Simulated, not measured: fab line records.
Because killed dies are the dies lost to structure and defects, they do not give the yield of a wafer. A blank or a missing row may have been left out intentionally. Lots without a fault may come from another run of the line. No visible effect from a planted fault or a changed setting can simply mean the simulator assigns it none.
2 desks, one fault / flow sfq line / every desk sees just its own numbers, and what lay behind them comes last

== FOR THE TOOL OWNER'S DESK: pvd sputter-03 ==
The tool's own readings at SFQ_TRILAYER_M4_DEP_SPUTTER_091 (material Nb, target thk 200 nm, time 133.3 s): means of the sampled wafers that have a number, for each lot that ran on this tool. The brackets show how far a lot's mean lies from the usual mean; more than 4 standard deviations puts the lot out of limits, marked OUT.
Columns: A = throttle valve pct at SFQ_TRILAYER_M4_DEP_SPUTTER_091, usual 30.4 %
lot=L102; first seen here=day 36 12:01; A=30.0
lot=L108; first seen here=day 42 11:42; A=30.8
lot=L110; first seen here=day 42 16:25; A=31.2
lot=L113; first seen here=day 51 00:54; A=30.8
lot=L114; first seen here=day 51 10:37; A=30.3
lot=L116; first seen here=day 51 21:26; A=30.2
lot=L117; first seen here=day 52 04:37; A=29.8
lot=L120; first seen here=day 55 16:58; A=30.7
lot=L122; first seen here=day 56 04:22; A=31.8
Result from this desk: across the 9 lots, nothing is out of limits.

== AT THE METROLOGY DESK ==
Means of the sampled wafers that have a number, per lot and without regard to the tool the lot ran on: this is what the gauges read. The brackets show how far a lot's mean lies from the usual mean; more than 4 standard deviations puts the lot out of limits, marked OUT.
Columns: A = M4_NB_RS at SFQ_M4_RS_MEAS_924, usual 0.891 ohm/sq
lot=L102; first seen here=day 36 12:07; A=0.899
lot=L103; first seen here=day 36 20:28; A=0.895
lot=L108; first seen here=day 42 11:49; A=0.850 (-4.8) OUT
lot=L110; first seen here=day 42 16:34; A=0.849 (-4.9) OUT
lot=L113; first seen here=day 51 00:59; A=0.890
lot=L114; first seen here=day 51 10:44; A=0.887
lot=L116; first seen here=day 51 21:32; A=0.888
lot=L117; first seen here=day 52 04:42; A=0.889
lot=L118; first seen here=day 54 15:18; A=0.885
lot=L119; first seen here=day 54 20:04; A=0.893
lot=L120; first seen here=day 55 17:04; A=0.872
lot=L121; first seen here=day 56 03:16; A=0.879
lot=L122; first seen here=day 56 04:28; A=0.903
lot=L123; first seen here=day 56 05:41; A=0.888
This desk finds L108, L110 out of limits, with the earliest case on L108 at day 42 11:49 (M4_NB_RS at SFQ_M4_RS_MEAS_924). Within limits: L102, L103, L113, L114, L116, L117, L118, L119, L120, L121, L122, L123.

== TAKEN TOGETHER ==
The metrology desk could have raised an alarm at day 42 11:49, on L108, L110.
The desk of the tool owner found nothing out of limits.
On record at the tool owner's desk: L108, L110, within its limits.
Of the lots named, all ran SFQ_TRILAYER_M4_DEP_SPUTTER_091 on pvd sputter-03.

== WHAT WAS PUT IN BY THE SIMULATOR ==
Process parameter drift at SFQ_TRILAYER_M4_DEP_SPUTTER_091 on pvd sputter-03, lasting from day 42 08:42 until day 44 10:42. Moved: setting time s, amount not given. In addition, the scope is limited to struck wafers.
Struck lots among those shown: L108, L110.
Time in hours between the start of the fault and the first out-of-limits reading at each desk: metrology desk, 3.
